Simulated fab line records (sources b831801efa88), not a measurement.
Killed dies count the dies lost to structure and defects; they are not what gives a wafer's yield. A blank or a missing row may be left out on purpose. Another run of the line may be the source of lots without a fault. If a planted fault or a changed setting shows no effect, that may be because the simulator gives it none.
A struck lot beside a sound one | flow gf180mcu | 21 out of 602 route steps
Sound: the wafers L119.3, L119.4, L119.6. The struck wafers were L126.1, L126.2, L126.6. The cause is named last.
For every step that has rows: the tool of each side, followed by ch and its chambers, followed by its first start. Under that, the readings that differ: sound wafers | struck wafers | difference of the means | sigmas: that difference in standard deviations of wafers without a fault.
alike: a reading whose means differ by less than 2 such deviations, as well as words and numbers matching on both sides. not compared: withheld readings; readings where some wafer has no value; bounds like >300 that might hide an equal value; numbers whose values overlap and for which the record gives no deviation.
A row with sigmas, a row that says differs or no value, or rows on one side alone: a step with any of these is where the two part. Non-overlapping numbers with no deviation appear without sigmas and do not part them. Lack of a reading on every wafer of one side parts them only where that side has two or more wafers.

first, 3 steps without rows for these wafers: GF_NWELL_EXPOSE_04 (exposes mask Nwell, target cd 860 nm); GF_NWELL_PEB_05; GF_NWELL_DEVELOP_06 (develop time 60 s).
GF_NWELL_OVL_MEAS_07:
  sound on overlay-02, day 4 13:02; struck on overlay-01, day 6 01:43
  alike: NWELL_OVL
then, 2 steps without rows for these wafers: GF_NWELL_IMPLANT_08; GF_NWELL_IMPLANT_09.
GF_NWELL_STRIP_10: strips in O2/N2.
  sound on plasmaAsher-01 ch 0,1, day 4 13:23; struck on plasmaAsher-04 ch 0,1, day 6 02:03
  alike: drypumpMotorCurrentA, heaterPowerW, oesProductAu, platenTempC, stripTimeToEndpointS
  not compared: rfHoursCounterH
GF_NWELL_TW_MEAS_11:
  sound on filmMetro-03, day 4 13:28; struck on filmMetro-01, day 6 02:09
  alike: NWELL_TW
then, 4 steps without rows for these wafers: GF_LVPWELL_DEHYDRATE_00 (time 60 s); GF_LVPWELL_HMDS_01 (prime time 60 s); GF_LVPWELL_COAT_02 (resist thk 3000 nm); GF_LVPWELL_SOFTBAKE_03.
GF_LVPWELL_EXPOSE_04: exposes mask LVPWELL, target cd 600 nm.
  sound on ilineStepper-01 ch 0, day 4 20:16; struck on ilineStepper-01 ch 0, day 6 09:07
reading | sound                         | struck                  | difference | sigmas
mask    | LVPWELL#0 LVPWELL#0 LVPWELL#0 | Nwell#0 Nwell#0 Nwell#0 | differs    | 
then, 2 steps without rows for these wafers: GF_LVPWELL_PEB_05; GF_LVPWELL_DEVELOP_06 (develop time 60 s).
GF_LVPWELL_OVL_MEAS_07:
  sound on overlay-02, day 5 02:44; struck on overlay-02, day 6 16:16
reading          | sound         | struck | difference                    | sigmas
LVPWELL_OVL (nm) | -0.9 -0.4 0.2 | - - -  | no value on the struck wafers | 
then, 2 steps without rows for these wafers: GF_LVPWELL_IMPLANT_08; GF_LVPWELL_IMPLANT_09.
GF_LVPWELL_STRIP_10: strips in O2/N2.
  sound on plasmaAsher-03 ch 0,1, day 5 03:05; struck on plasmaAsher-03 ch 0,1, day 6 16:37
  alike: drypumpMotorCurrentA, heaterPowerW, oesProductAu, platenTempC, stripTimeToEndpointS
  not compared: rfHoursCounterH
GF_LVPWELL_TW_MEAS_11:
  sound on filmMetro-04, day 5 03:10; struck on filmMetro-04, day 6 16:43
reading    | sound       | struck   | difference | sigmas
LVPWELL_TW | 551 550 550 | 30 30 30 | -520       | -99 or more
then, 1 step without rows for these wafers: GF_MVSD_DEHYDRATE_00 (time 60 s).

== WHERE THEY PART ==
Last at GF_LVPWELL_TW_MEAS_11 as far as this record goes, first at GF_LVPWELL_EXPOSE_04.

WHY: the cause the simulator had injected
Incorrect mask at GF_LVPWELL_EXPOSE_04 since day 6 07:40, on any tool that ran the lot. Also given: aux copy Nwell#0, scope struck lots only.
